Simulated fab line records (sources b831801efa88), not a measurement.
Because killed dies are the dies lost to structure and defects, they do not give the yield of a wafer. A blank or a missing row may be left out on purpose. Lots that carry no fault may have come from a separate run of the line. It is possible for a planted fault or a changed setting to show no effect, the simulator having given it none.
Which tool is to blame? | flow sky130 | 24 lots, 72 wafers sampled, at 6 steps of a route of 708

## WHAT THE GAUGES READ, wafer by wafer
SKY_FIELD_ISO_THK_MEAS_04. Usual: FIELD_ISO_CVD_03_THK gives 163.8 nm (standard deviation 1.5).
lot  | measured    | on            | FIELD_ISO_CVD_03_THK (nm) | flag
L074 | day 1 13:52 | film-metro-01 | 160.8 160.9 161.4         |
L075 | day 1 19:36 | film-metro-02 | 163.6 163.3 163.6         |
L076 | day 2 01:09 | film-metro-02 | 166.2 164.6 165.4         |
L077 | day 2 04:29 | film-metro-02 | 162.2 164.2 162.0         |
L078 | day 2 09:59 | film-metro-04 | 163.8 163.6 164.2         |
L079 | day 2 14:30 | film-metro-02 | 164.6 164.2 166.1         |
L080 | day 2 19:54 | film-metro-04 | 162.6 162.8 163.3         |
L081 | day 3 02:42 | film-metro-02 | 162.3 163.1 164.2         |
L082 | day 3 08:41 | film-metro-01 | 167.5 166.5 166.7         |
L083 | day 3 12:58 | film-metro-02 | 165.3 166.1 164.9         |
L084 | day 3 17:10 | film-metro-04 | 165.2 164.8 165.2         |
L085 | day 3 21:23 | film-metro-01 | 164.9 163.8 164.3         |
L086 | day 4 02:20 | film-metro-02 | 166.0 165.6 166.4         |
L087 | day 4 06:29 | film-metro-04 | 163.5 166.1 164.2         |
L088 | day 4 11:54 | film-metro-02 | 161.9 162.2 162.3         |
L089 | day 4 21:03 | film-metro-04 | 161.5 161.0 163.1         |
L090 | day 4 23:53 | film-metro-04 | 163.0 163.7 163.2         |
L091 | day 5 05:30 | film-metro-02 | 161.8 161.5 162.6         |
L092 | day 5 08:56 | film-metro-02 | 162.4 162.3 162.8         |
L093 | day 5 14:32 | film-metro-04 | 162.7 162.2 162.5         |
L094 | day 5 18:05 | film-metro-02 | 165.9 166.6 165.0         |
L095 | day 5 22:59 | film-metro-01 | 162.1 162.6 163.3         |
L096 | day 6 04:29 | film-metro-02 | 163.7 164.4 163.2         |
L097 | day 6 09:20 | film-metro-04 | 164.8 162.2 163.5         |

SKY_DNWELL_TW_MEAS_09. Usual: DNWELL_TW gives 1113 (standard deviation 11).
lot  | measured    | on            | DNWELL_TW      | flag
L074 | day 3 03:06 | film-metro-04 | 1117 1108 1112 |
L075 | day 3 08:12 | film-metro-04 | 1105 1103 1108 |
L076 | day 3 13:48 | film-metro-04 | 1106 1110 1108 |
L077 | day 4 01:03 | film-metro-03 | 1132 1122 1124 |
L078 | day 4 08:03 | film-metro-01 | 1107 1113 1110 |
L079 | day 4 09:56 | film-metro-04 | 1110 1110 1115 |
L080 | day 4 12:36 | film-metro-04 | 1115 1118 1112 |
L081 | day 4 18:20 | film-metro-03 | 1128 1129 1124 |
L082 | day 5 01:42 | film-metro-03 | 1121 1114 1124 |
L083 | day 5 05:46 | film-metro-01 | 1101 1095 1103 |
L084 | day 5 15:23 | film-metro-04 | 1113 1113 1114 |
L085 | day 5 19:21 | film-metro-04 | 1113 1107 1111 |
L086 | day 5 21:29 | film-metro-03 | 1125 1128 1118 |
L087 | day 6 02:27 | film-metro-04 | 1112 1112 1112 |
L088 | day 6 07:01 | film-metro-01 | 1103 1103 1097 |
L089 | day 6 17:27 | film-metro-04 | 1118 1114 1118 |
L090 | day 6 22:01 | film-metro-04 | 1118 1122 1121 |
L091 | day 7 00:55 | film-metro-04 | 1128 1124 1126 |
L092 | day 7 19:09 | film-metro-04 | 1130 1126 1131 |
L093 | day 7 21:34 | film-metro-01 | 1084 1093 1086 |
L094 | day 7 22:38 | film-metro-03 | 1116 1114 1117 |
L095 | day 7 22:53 | film-metro-01 | 1094 1094 1100 |
L096 | day 8 07:55 | film-metro-03 | 1113 1114 1115 |
L097 | day 8 17:43 | film-metro-03 | 1115 1121 1114 |

SKY_VT_ADJUST_HVTP_TW_MEAS_11. Usual: VT_ADJUST_HVTP_TW gives 1354 (standard deviation 19).
lot  | measured     | on            | VT_ADJUST_HVTP_TW | flag
L074 | day 6 00:30  | film-metro-02 | 1373 1380 1365    |
L075 | day 6 05:42  | film-metro-02 | 1378 1374 1373    |
L076 | day 6 12:02  | film-metro-03 | 1371 1361 1365    |
L077 | day 7 02:46  | film-metro-01 | 1328 1329 1326    |
L078 | day 7 05:39  | film-metro-03 | 1360 1363 1357    |
L079 | day 7 08:45  | film-metro-01 | 1326 1326 1325    |
L080 | day 7 12:21  | film-metro-01 | 1329 1334 1334    |
L081 | day 7 23:49  | film-metro-01 | 1332 1330 1335    |
L082 | day 8 03:14  | film-metro-01 | 1341 1341 1340    |
L083 | day 8 09:10  | film-metro-01 | 1348 1338 1343    |
L084 | day 8 20:54  | film-metro-03 | 1366 1362 1369    |
L085 | day 9 00:16  | film-metro-01 | 1340 1338 1348    |
L086 | day 9 00:54  | film-metro-01 | 1340 1340 1344    |
L087 | day 9 08:15  | film-metro-02 | 1370 1382 1375    |
L088 | day 9 13:36  | film-metro-01 | 1335 1338 1344    |
L089 | day 10 01:25 | film-metro-01 | 1348 1341 1347    |
L090 | day 10 06:19 | film-metro-02 | 1379 1384 1380    |
L091 | day 10 10:43 | film-metro-02 | 1378 1393 1379    |
L092 | day 11 12:55 | film-metro-01 | 1342 1329 1343    |
L093 | day 11 12:17 | film-metro-01 | 1334 1340 1341    |
L094 | day 11 15:23 | film-metro-02 | 1379 1380 1380    |
L095 | day 11 16:18 | film-metro-03 | 1361 1361 1365    |
L096 | day 12 02:12 | film-metro-01 | 1336 1341 1338    |
L097 | day 12 13:22 | film-metro-02 | 1378 1383 1378    |

SKY_VT_ADJUST_PCH_OVL_MEAS_07. Usual: VT_ADJUST_PCH_OVL gives 0.3 nm (standard deviation 1.5).
lot  | measured     | on         | VT_ADJUST_PCH_OVL (nm) | flag
L074 | day 10 02:15 | overlay-01 | 1.3 0.2 -1.5           |
L075 | day 10 07:08 | overlay-02 | -0.8 0.0 0.6           |
L076 | day 10 15:47 | overlay-02 | 0.2 -1.0 -1.0          |
L077 | day 11 12:12 | overlay-02 | 2.1 1.7 2.6            |
L078 | day 11 17:47 | overlay-02 | -1.0 -1.6 -0.5         |
L079 | day 11 19:35 | overlay-02 | 0.3 -0.5 0.8           |
L080 | day 12 01:23 | overlay-02 | -1.7 -0.7 -0.1         |
L081 | day 12 16:57 | overlay-01 | 2.9 2.4 1.9            |
L082 | day 12 20:23 | overlay-01 | -2.8 -0.3 -2.5         |
L083 | day 13 02:42 | overlay-02 | 0.3 1.7 2.8            |
L084 | day 13 17:14 | overlay-02 | -2.6 -2.1 -2.5         |
L085 | day 13 21:08 | overlay-01 | -0.2 -0.1 -0.3         |
L086 | day 13 23:03 | overlay-01 | 1.0 0.1 1.6            |
L087 | day 14 08:11 | overlay-02 | -0.1 1.7 0.4           |
L088 | day 14 12:59 | overlay-02 | 1.0 -1.5 0.9           |
L089 | day 15 03:38 | overlay-01 | 1.7 0.1 2.5            |
L090 | day 15 10:39 | overlay-02 | -0.1 0.7 -0.6          |
L091 | day 15 15:27 | overlay-02 | 0.6 -1.4 -1.7          |
L092 | day 16 23:45 | overlay-01 | 0.4 0.0 -0.5           |
L093 | day 16 22:09 | overlay-01 | 0.8 -0.2 0.3           |
L094 | day 17 02:24 | overlay-01 | 3.2 2.7 2.5            |
L095 | day 17 04:14 | overlay-02 | -0.9 -1.3 -0.8         |
L096 | day 17 15:20 | overlay-02 | -2.4 0.6 -1.4          |
L097 | day 18 05:04 | overlay-01 | 2.5 2.8 2.0            |

SKY_VT_ADJUST_PCH_TW_MEAS_10. Usual: VT_ADJUST_PCH_TW gives 143.2 (standard deviation 1.7).
lot  | measured     | on            | VT_ADJUST_PCH_TW  | flag
L074 | day 10 02:32 | film-metro-03 | 142.9 142.7 142.5 |
L075 | day 10 07:26 | film-metro-01 | 141.5 141.4 141.7 |
L076 | day 10 16:05 | film-metro-01 | 140.8 141.7 141.9 |
L077 | day 11 12:29 | film-metro-02 | 145.7 145.3 145.1 |
L078 | day 11 18:04 | film-metro-01 | 140.5 140.3 141.3 |
L079 | day 11 19:53 | film-metro-03 | 143.2 144.2 144.1 |
L080 | day 12 01:41 | film-metro-02 | 144.6 145.3 145.7 |
L081 | day 12 17:14 | film-metro-01 | 141.2 140.2 140.8 |
L082 | day 12 20:40 | film-metro-03 | 143.5 142.5 143.3 |
L083 | day 13 02:59 | film-metro-01 | 142.2 143.4 142.3 |
L084 | day 13 17:31 | film-metro-02 | 144.5 144.6 144.4 |
L085 | day 13 21:26 | film-metro-02 | 144.3 144.4 144.1 |
L086 | day 13 23:20 | film-metro-01 | 143.5 142.0 142.5 |
L087 | day 14 08:31 | film-metro-02 | 144.6 146.2 145.4 |
L088 | day 14 13:17 | film-metro-02 | 146.0 145.8 145.9 |
L089 | day 15 03:56 | film-metro-02 | 145.4 144.3 144.3 |
L090 | day 15 10:56 | film-metro-01 | 141.2 141.7 141.8 |
L091 | day 15 15:45 | film-metro-02 | 145.0 145.9 145.4 |
L092 | day 17 00:02 | film-metro-01 | 141.9 142.0 141.7 |
L093 | day 16 22:27 | film-metro-01 | 142.2 142.5 141.9 |
L094 | day 17 02:41 | film-metro-01 | 141.0 141.8 142.6 |
L095 | day 17 04:31 | film-metro-03 | 144.5 144.1 144.0 |
L096 | day 17 15:38 | film-metro-03 | 143.7 143.9 143.7 |
L097 | day 18 05:22 | film-metro-03 | 142.8 142.7 142.8 |

## WHAT TOOL EACH LOT RAN ON (gives the tool, then ch and the chambers of the sampled wafers, and finally the start)
lot  | SKY_FIELD_ISO_ETCH_17
L074 | rie-si-02 ch 1,2,3, day 2 04:26
L075 | rie-si-01 ch 0,2,3, day 2 10:37
L076 | rie-si-02 ch 0,1,3, day 2 16:09
L077 | rie-si-02 ch 1,2,3, day 2 19:45
L078 | rie-si-02 ch 0,3, day 3 02:01
L079 | rie-si-01 ch 0,2,3, day 3 05:52
L080 | rie-si-01 ch 0,2,3, day 3 11:28
L081 | rie-si-01 ch 0,2,3, day 3 18:43
L082 | rie-si-02 ch 0,1,3, day 4 01:28
L083 | rie-si-02 ch 0,1,3, day 4 06:12
L084 | rie-si-01 ch 0,1,3, day 4 09:57
L085 | rie-si-02 ch 0,1,3, day 4 14:34
L086 | rie-si-02 ch 1,3, day 4 19:31
L087 | rie-si-01 ch 2,3, day 4 22:34
L088 | rie-si-01 ch 1,2,3, day 5 05:06
L089 | rie-si-01 ch 0,1,3, day 5 15:13
L090 | rie-si-02 ch 0,3, day 5 18:03
L091 | rie-si-02 ch 0,1,2, day 6 00:09
L092 | rie-si-01 ch 1,2,3, day 6 04:04
L093 | rie-si-01 ch 0,1,3, day 6 08:48
L094 | rie-si-02 ch 0,1,2, day 6 13:31
L095 | rie-si-01 ch 2,3, day 6 17:03
L096 | rie-si-01 ch 0,2,3, day 6 22:55
L097 | rie-si-02 ch 0,1,3, day 7 02:49
- SKY_FIELD_ISO_ETCH_17: etches Si in HBr/Cl2/O2, target depth 342 nm, time 97.7 s.

## WHAT THE TOOLS THEMSELVES READ (means of the sampled wafers that have a number; where no wafer has one, the mark that the record gives instead)
SKY_FIELD_ISO_ETCH_17. Usual: drypump-motor-current-A 6.3 A, standard deviation 0.37; mfc-cl2-sccm 40.00 sccm, standard deviation 0.11; oes-product-au 0.999 a.u., standard deviation 0.0074; throttle-valve-pct 25.657 %, standard deviation 0.01.
lot  | tool      | drypump-motor-current-A (A) | mfc-cl2-sccm (sccm) | oes-product-au (a.u.) | throttle-valve-pct (%) | flag
L074 | rie-si-02 | 6.1                         | 40.01               | 1.000                 | 25.659                 |
L075 | rie-si-01 | 6.5                         | 39.95               | 0.999                 | 25.658                 |
L076 | rie-si-02 | 6.0                         | 40.03               | 1.002                 | 25.662                 |
L077 | rie-si-02 | 6.1                         | 39.96               | 1.000                 | 25.662                 |
L078 | rie-si-02 | 6.0                         | 39.97               | 1.006                 | 25.652                 |
L079 | rie-si-01 | 6.5                         | 39.98               | 0.994                 | 25.655                 |
L080 | rie-si-01 | 6.5                         | 40.09               | 1.008                 | 25.649                 |
L081 | rie-si-01 | 6.5                         | 40.00               | 1.001                 | 25.665                 |
L082 | rie-si-02 | 6.0                         | 40.06               | 0.995                 | 25.663                 |
L083 | rie-si-02 | 6.0                         | 40.05               | 1.001                 | 25.652                 |
L084 | rie-si-01 | 6.3                         | 40.01               | 0.994                 | 25.657                 |
L085 | rie-si-02 | 6.0                         | 39.94               | 1.007                 | 25.650                 |
L086 | rie-si-02 | 5.9                         | 40.07               | 0.992                 | 25.656                 |
L087 | rie-si-01 | 6.7                         | 40.00               | 0.994                 | 25.662                 |
L088 | rie-si-01 | 6.4                         | 40.03               | 1.002                 | 25.644                 |
L089 | rie-si-01 | 6.3                         | 39.99               | 0.999                 | 25.662                 |
L090 | rie-si-02 | 6.0                         | 40.03               | 0.996                 | 25.652                 |
L091 | rie-si-02 | 6.2                         | 40.02               | 1.003                 | 25.660                 |
L092 | rie-si-01 | 6.5                         | 40.00               | 0.999                 | 25.653                 |
L093 | rie-si-01 | 6.2                         | 39.98               | 0.993                 | 25.655                 |
L094 | rie-si-02 | 6.2                         | 40.07               | 1.009                 | 25.656                 |
L095 | rie-si-01 | 6.7                         | 39.96               | 0.990                 | 25.659                 |
L096 | rie-si-01 | 6.5                         | 39.95               | 0.999                 | 25.658                 |
L097 | rie-si-02 | 6.0                         | 39.99               | 0.993                 | 25.669                 |

## THE ANSWER, worked out from the rows above alone
Rule: a lot is off if the mean of its wafers that have a number lies more than 3 standard deviations from the usual mean. A lot without any number at a reading at which 4 lots or more have one is off too. The other lots that the step has rows for count as sound. After the gauges, taken in route order, come the tools' own readings; for these a lot's mean is taken, as printed above. At the first step where some lot is off, the reading lying furthest off is the one used; lots without a number count as furthest.
Across all readings shown, no lot is off: no conclusion can be drawn from this.

## WHAT THE SIMULATOR HAD INSERTED
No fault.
